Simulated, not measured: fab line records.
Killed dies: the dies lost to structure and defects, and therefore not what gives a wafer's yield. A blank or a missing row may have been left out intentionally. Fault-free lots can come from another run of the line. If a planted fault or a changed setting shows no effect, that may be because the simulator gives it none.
2 desks looking at one fault	flow gf180mcu	numbers are kept per desk, each desk with only its own; the story behind them comes last

DESK OF THE TOOL OWNER: lithoTrack-03
The tool's own readings at GF_V4_PEB_12 (peb time 90 s): means of the sampled wafers that have a number, for each lot that ran on this tool. If a lot's mean is further than 4 standard deviations from the usual mean, the lot is out of limits and carries the mark OUT (the distance appears in the brackets).
Columns: A = chillPlateTempC at GF_V4_PEB_12, usual 22.97 C; B = exhaustPa at GF_V4_PEB_12, usual 45.0 Pa
lot	first seen here	A	B
L695	day 25 15:28	22.82	45.9
L715	day 31 00:58	23.12	45.4
This desk found nothing out of limits on any of the 2 lots.

AT THE METROLOGY DESK
What the gauges read for every lot (on any tool): the sampled wafers with a number, averaged. If a lot's mean is further than 4 standard deviations from the usual mean, the lot is out of limits and carries the mark OUT (the distance appears in the brackets).
Columns: A = V4_BOW at GF_V4_BOW_MEAS_05, usual 132 um; B = V4_OVL at GF_V4_OVL_MEAS_15, usual 4 nm
lot	first seen here	A	B
L693	day 23 11:58	142	3
L695	day 24 18:04	140	11
L696	day 24 18:43	118	6
L705	day 27 13:01	127	-
L706	day 27 18:23	130	-
L707	day 28 04:48	134	6
L708	day 28 08:58	139	8
L710	day 29 01:09	130	3
L711	day 29 02:58	127	5
L713	day 29 10:37	132	12
L712	day 29 10:37	127	1
L714	day 30 01:38	127	12
L715	day 30 06:34	110	5
L716	day 30 15:21	124	-3
This desk found nothing out of limits on any of the 14 lots.

TAKEN TOGETHER
Nothing out of limits was seen by the tool owner's desk.
From the metrology desk's view, nothing was out of limits.

WHAT THE SIMULATOR PUT IN
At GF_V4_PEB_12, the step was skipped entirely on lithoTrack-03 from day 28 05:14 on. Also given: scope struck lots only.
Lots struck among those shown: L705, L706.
